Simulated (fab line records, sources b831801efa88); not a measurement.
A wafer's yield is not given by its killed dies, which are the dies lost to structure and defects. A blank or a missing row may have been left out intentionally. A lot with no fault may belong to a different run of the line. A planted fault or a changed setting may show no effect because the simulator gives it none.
Which tool is to blame? + flow gf180mcu + 42 wafers from 14 lots sampled at 5 of the route's 602 steps

== WHAT THE GAUGES READ, wafer by wafer ==
GF_SALICIDE_RS_MEAS_04: uses a four-point probe to measure. Usual: SALICIDE_TIN_RS 16.3 ohm/sq, standard deviation 0.32.
| lot  | measured     | on            | SALICIDE_TIN_RS (ohm/sq) | flag |
|------|--------------|---------------|--------------------------|------|
| L163 | day 15 07:19 | film-metro-02 | 16.0 16.3 16.0           |      |
| L164 | day 15 16:56 | film-metro-02 | 15.9 15.8 15.9           |      |
| L165 | day 15 18:11 | film-metro-03 | 16.9 16.9 17.0           |      |
| L166 | day 16 02:53 | film-metro-03 | 16.3 16.3 16.1           |      |
| L169 | day 17 09:55 | film-metro-03 | 16.1 16.3 16.0           |      |
| L170 | day 17 15:59 | film-metro-03 | 17.0 16.8 16.8           |      |
| L172 | day 18 11:04 | film-metro-03 | 10.4 16.3 16.7           | OFF  |
| L174 | day 18 23:53 | film-metro-01 | 16.6 10.4 16.6           | OFF  |
| L181 | day 21 10:23 | film-metro-01 | 16.0 16.1 16.2           |      |
| L182 | day 21 20:06 | film-metro-03 | 16.0 16.1 16.0           |      |
| L183 | day 22 07:11 | film-metro-02 | 15.9 16.2 16.2           |      |
| L184 | day 22 13:06 | film-metro-02 | 16.2 16.0 16.0           |      |
| L185 | day 22 18:00 | film-metro-03 | 16.4 16.4 16.2           |      |
| L186 | day 23 04:06 | film-metro-02 | 16.0 16.2 16.5           |      |

GF_CONTACT_CD_MEAS_14: target cd 220 nm. Usual: cd-nm reads 220.2 nm (standard deviation 1.2).
| lot  | measured     | on        | cd-nm (nm)        | flag |
|------|--------------|-----------|-------------------|------|
| L163 | day 16 06:33 | cd-sem-01 | 219.3 219.2 219.8 |      |
| L164 | day 16 16:17 | cd-sem-01 | 219.9 220.6 219.5 |      |
| L165 | day 16 17:19 | cd-sem-01 | 222.5 221.2 220.0 |      |
| L166 | day 17 02:35 | cd-sem-02 | 219.9 221.1 221.5 |      |
| L169 | day 18 10:12 | cd-sem-01 | 218.7 218.9 219.5 |      |
| L170 | day 18 16:35 | cd-sem-02 | 219.1 219.2 217.7 |      |
| L172 | day 19 12:10 | cd-sem-01 | 219.8 220.6 220.2 |      |
| L174 | day 20 00:58 | cd-sem-01 | 220.1 220.4 221.4 |      |
| L181 | day 22 10:35 | cd-sem-01 | 218.5 219.6 218.6 |      |
| L182 | day 22 19:50 | cd-sem-01 | 219.4 220.6 221.3 |      |
| L183 | day 23 07:38 | cd-sem-02 | 221.5 220.4 218.3 |      |
| L184 | day 23 12:02 | cd-sem-01 | 219.9 218.6 219.8 |      |
| L185 | day 23 17:51 | cd-sem-01 | 221.1 220.7 220.5 |      |
| L186 | day 24 02:51 | cd-sem-01 | 223.0 221.7 221.3 |      |

GF_CONTACT_OVL_MEAS_15. Usual: CONTACT_OVL 4 nm, standard deviation 4.9.
| lot  | measured     | on         | CONTACT_OVL (nm) | flag |
|------|--------------|------------|------------------|------|
| L163 | day 16 06:40 | overlay-01 | 0 0 10           |      |
| L164 | day 16 16:22 | overlay-01 | 17 5 7           |      |
| L165 | day 16 17:25 | overlay-01 | 5 9 9            |      |
| L166 | day 17 02:43 | overlay-02 | -5 -5 -2         |      |
| L169 | day 18 10:19 | overlay-02 | 5 5 2            |      |
| L170 | day 18 16:40 | overlay-02 | 13 10 5          |      |
| L172 | day 19 12:15 | overlay-02 | 11 9 7           |      |
| L174 | day 20 01:05 | overlay-01 | 1 1 3            |      |
| L181 | day 22 10:42 | overlay-02 | 5 -6 1           |      |
| L182 | day 22 19:56 | overlay-01 | 5 4 2            |      |
| L183 | day 23 07:45 | overlay-01 | 5 1 2            |      |
| L184 | day 23 12:09 | overlay-01 | 4 -4 2           |      |
| L185 | day 23 17:58 | overlay-02 | -4 3 0           |      |
| L186 | day 24 02:58 | overlay-01 | 9 5 10           |      |

== WHAT TOOL EACH LOT RAN ON (gives the tool, then ch and the chambers of the sampled wafers, and finally the start) ==
| lot  | GF_SALICIDE_SPUTTER_02       | GF_SALICIDE_RTA_06               |
|------|------------------------------|----------------------------------|
| L163 | pvd-sputter-02, day 15 07:14 | rtp-anneal-02 ch 0, day 15 07:29 |
| L164 | pvd-sputter-04, day 15 16:50 | rtp-anneal-02 ch 0, day 15 17:06 |
| L165 | pvd-sputter-01, day 15 18:05 | rtp-anneal-01 ch 0, day 15 18:21 |
| L166 | pvd-sputter-04, day 16 02:50 | rtp-anneal-02 ch 0, day 16 03:04 |
| L169 | pvd-sputter-04, day 17 09:50 | rtp-anneal-02 ch 0, day 17 10:05 |
| L170 | pvd-sputter-02, day 17 15:53 | rtp-anneal-01 ch 0, day 17 16:10 |
| L172 | pvd-sputter-02, day 18 10:59 | rtp-anneal-01 ch 0, day 18 11:15 |
| L174 | pvd-sputter-02, day 18 23:50 | rtp-anneal-01 ch 0, day 19 00:04 |
| L181 | pvd-sputter-01, day 21 10:20 | rtp-anneal-01 ch 0, day 21 10:34 |
| L182 | pvd-sputter-04, day 21 20:02 | rtp-anneal-02 ch 0, day 21 20:17 |
| L183 | pvd-sputter-02, day 22 07:08 | rtp-anneal-01 ch 0, day 22 07:22 |
| L184 | pvd-sputter-04, day 22 13:02 | rtp-anneal-02 ch 0, day 22 13:17 |
| L185 | pvd-sputter-04, day 22 17:55 | rtp-anneal-02 ch 0, day 22 18:10 |
| L186 | pvd-sputter-04, day 23 04:02 | rtp-anneal-01 ch 0, day 23 04:17 |
- GF_SALICIDE_SPUTTER_02: material Co, target thk 10 nm, time 20 s.
- GF_SALICIDE_RTA_06: time 30 s.

== AS READ BY THE TOOLS THEMSELVES (means over the sampled wafers that have a number; for cases with no such wafer, the mark the record gives instead) ==
GF_SALICIDE_SPUTTER_02. Usual: throttle-valve-pct reads 30.5 % (standard deviation 0.85).
| lot  | tool           | throttle-valve-pct (%) | flag |
|------|----------------|------------------------|------|
| L163 | pvd-sputter-02 | 30.1                   |      |
| L164 | pvd-sputter-04 | 31.1                   |      |
| L165 | pvd-sputter-01 | 30.4                   |      |
| L166 | pvd-sputter-04 | 30.8                   |      |
| L169 | pvd-sputter-04 | 31.1                   |      |
| L170 | pvd-sputter-02 | 30.5                   |      |
| L172 | pvd-sputter-02 | 30.1                   |      |
| L174 | pvd-sputter-02 | 30.6                   |      |
| L181 | pvd-sputter-01 | 30.5                   |      |
| L182 | pvd-sputter-04 | 30.6                   |      |
| L183 | pvd-sputter-02 | 30.6                   |      |
| L184 | pvd-sputter-04 | 31.3                   |      |
| L185 | pvd-sputter-04 | 30.7                   |      |
| L186 | pvd-sputter-04 | 30.8                   |      |

GF_SALICIDE_RTA_06. Usual: lamp-power-pct 6.3 %, standard deviation 0.78; wafer_temp_C_max 531.7, standard deviation 0.41.
| lot  | tool          | lamp-power-pct (%) | wafer_temp_C_max | flag |
|------|---------------|--------------------|------------------|------|
| L163 | rtp-anneal-02 | 5.5                | 531.6            |      |
| L164 | rtp-anneal-02 | 5.5                | 532.0            |      |
| L165 | rtp-anneal-01 | 7.0                | 531.8            |      |
| L166 | rtp-anneal-02 | 5.5                | 531.6            |      |
| L169 | rtp-anneal-02 | 5.5                | 531.4            |      |
| L170 | rtp-anneal-01 | 7.0                | 532.0            |      |
| L172 | rtp-anneal-01 | 7.0                | 531.6            |      |
| L174 | rtp-anneal-01 | 7.0                | 531.3            |      |
| L181 | rtp-anneal-01 | 7.0                | 531.6            |      |
| L182 | rtp-anneal-02 | 5.5                | 531.8            |      |
| L183 | rtp-anneal-01 | 7.0                | 531.4            |      |
| L184 | rtp-anneal-02 | 5.5                | 531.6            |      |
| L185 | rtp-anneal-02 | 5.5                | 531.9            |      |
| L186 | rtp-anneal-01 | 7.0                | 532.0            |      |

== THE ANSWER, worked out from the rows above alone ==
Rule: lot off if the mean of its wafers having a number is beyond 3 standard deviations from the usual mean. A lot without any number at a reading at which 4 lots or more have one is off too. Any other lot the step has rows for is counted as sound. After the gauges, taken in route order, come the tools' own readings; for these a lot's mean is taken, as printed above. The first step at which some lot is off is used, and at that step the reading that is off furthest; a lot without a number counts as furthest.
Off: at GF_SALICIDE_RS_MEAS_04 (SALICIDE_TIN_RS), L172, L174.
A tool fits if, at a process step before that reading, it ran every lot that is off, and no sound lot after the first of them. The gauges at GF_SALICIDE_RS_MEAS_04 are tried like those tools. No candidate that was tried fits.

== WHAT THE SIMULATOR HAD INSERTED ==
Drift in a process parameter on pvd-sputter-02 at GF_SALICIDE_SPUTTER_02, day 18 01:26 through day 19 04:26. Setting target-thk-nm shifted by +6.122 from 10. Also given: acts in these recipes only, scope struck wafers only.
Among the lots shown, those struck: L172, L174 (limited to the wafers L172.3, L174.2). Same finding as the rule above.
